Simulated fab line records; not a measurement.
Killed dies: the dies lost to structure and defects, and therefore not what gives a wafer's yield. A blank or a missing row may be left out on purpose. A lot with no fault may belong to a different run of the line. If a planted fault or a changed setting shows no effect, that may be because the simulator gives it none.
Matching of chambers | flow sky130 | SKY_VIA3_CMP_02 on cmp-01: 4 sister chambers
The step polishes SiO2. 4 wafers are shown with their chamber, then 7 later ones without.

== WAFERS PAIRED WITH THEIR CHAMBERS ==
wafer  | chamber | motor current A (A)
L294.1 | 3       | 12.9
L294.3 | 1       | 13.8
L296.2 | 2       | 13.5
L296.4 | 0       | 13.0

== WAFERS WITHOUT THEIR CHAMBER ==
wafer  | motor current A (A)
L296.5 | 13.5
L299.3 | 13.3
L299.4 | 14.1
L299.5 | 13.4
L306.1 | 13.0
L306.5 | 12.4
L306.6 | 13.9

== WHICH CHAMBER EACH ONE RAN IN ==
wafer  | from the rows above               | in truth
L296.5 | can't be placed: 2 or 1           | 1
L299.3 | can't be placed: 2 or 0 or 3 or 1 | 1
L299.4 | can't be placed: 1 or 2           | 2
L299.5 | can't be placed: 2 or 0 or 1 or 3 | 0
L306.1 | can't be placed: 0 or 3           | 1
L306.5 | can't be placed: 3 or 0           | 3
L306.6 | can't be placed: 1 or 2           | 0
Correct placement for 0 of the 7. Unplaceable from these rows: 7, with the true chamber sitting among the candidates in 5. Number placed wrongly: 0.
How it was worked out, from the rows above alone: a wafer's distance from a chamber is the root of the sum, over the readings, of the square of ((its reading less the chamber's mean) divided by the reading's scatter). The wafer belongs to the nearest chamber; if the next one is less than 2 further off, it can't be placed. Each chamber's mean is taken over the wafers shown for it. The scatter: root of mean squared gap, hidden wafer to nearest shown wafer, with one shown wafer a chamber.
